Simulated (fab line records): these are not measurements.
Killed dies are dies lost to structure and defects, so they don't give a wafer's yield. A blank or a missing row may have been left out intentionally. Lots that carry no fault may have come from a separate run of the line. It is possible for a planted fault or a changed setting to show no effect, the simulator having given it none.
A lot that was struck, set against a sound lot    flow gf180mcu    16 steps out of a route of 602
Sound: these wafers, L386.4, L386.5, L386.6. Struck: wafer L378.5 (L378.4, L378.6, from the same lot, were not struck and are left out); the cause is given at the end.
For every step that has rows: the tool of each side, followed by ch and its chambers, followed by its first start. Under that, the readings that differ: sound wafers    struck wafers    difference of the means    sigmas: that difference in standard deviations of wafers without a fault.
alike: words and numbers the same on both sides, and readings whose means are apart by under 2 such deviations; not compared: readings that were withheld, readings missing a value for some wafer, numbers with overlapping values and no deviation given by the record, and bounds like >300 which may hide the same value.
Wherever a step has rows on one side only, a row that says differs or no value, or a row with sigmas, the two part there. When numbers do not overlap yet have no deviation, they are printed without sigmas and do not part them. A reading missing from all wafers of one side parts the sides only when that side holds two or more wafers.

GF_HV_LDD_RS_MEAS_53: measures by four-point-probe.
  struck on film-metro-01, day 16 15:06; sound on film-metro-01, day 19 05:39
reading             sound              struck  difference  sigmas
HV_LDD_RS (ohm/sq)  415.3 416.3 417.2  418.8   +2.5        +2
then, 1 step without rows for these wafers: GF_HV_LDD_CVD_54 (deposits SiO2 from TEOS, target thk 10 nm, time 75 s).
GF_HV_LDD_THK_MEAS_55:
  struck on film-metro-01, day 16 16:13; sound on film-metro-04, day 19 06:46
  alike: HV_LDD_CVD_54_THK
then, 1 step without rows for these wafers: GF_HV_LDD_CVD_56 (deposits Si3N4 from DCS/NH3, target thk 90 nm, time 1543 s).
GF_HV_LDD_THK_MEAS_57:
  struck on film-metro-01, day 16 17:42; sound on film-metro-04, day 19 08:58
  alike: HV_LDD_CVD_56_THK
GF_HV_LDD_ETCHBACK_58: etches Si3N4 in CH3F/O2, stops on SiO2, time 100 s, target depth 90 nm.
  sound on rie-diel-01 ch 0,2,3, day 19 09:02; struck on rie-diel-04 ch 0, day 16 17:44
  alike: drypump-motor-current-A, oes-product-au, throttle-valve-pct
  not compared: rf-hours-counter-h
then, 6 steps without rows for these wafers: GF_NSD_DEHYDRATE_00 (time 60 s); GF_NSD_HMDS_01 (prime time 60 s); GF_NSD_COAT_02 (resist thk 1000 nm); GF_NSD_SOFTBAKE_03 (time 60 s); GF_NSD_EXPOSE_04 (exposes mask Nplus, target cd 400 nm); GF_NSD_PEB_05.
GF_NSD_DEVELOP_06: develop time 60 s.
  sound on litho-track-01 ch 0, day 20 08:47; struck on litho-track-03 ch 0, day 17 15:26
GF_NSD_CD_MEAS_07: target cd 400 nm.
  struck on cd-sem-02, day 17 15:34; sound on cd-sem-01, day 20 08:55
reading     sound              struck  difference  sigmas
cd-nm (nm)  398.0 401.3 400.1  313.8   -86.0       -41
GF_NSD_OVL_MEAS_08:
  struck on overlay-01, day 17 15:39; sound on overlay-01, day 20 09:00
  alike: NSD_OVL
following that, these wafers have no rows for 1 step: GF_PASSIVATION_PROBE_99.

## WHERE THEY PART
Earliest at GF_HV_LDD_RS_MEAS_53; latest, in this record, at GF_NSD_CD_MEAS_07. Later steps at which nothing parts them and some readings are alike: GF_NSD_OVL_MEAS_08.

WHY: the cause the simulator had injected
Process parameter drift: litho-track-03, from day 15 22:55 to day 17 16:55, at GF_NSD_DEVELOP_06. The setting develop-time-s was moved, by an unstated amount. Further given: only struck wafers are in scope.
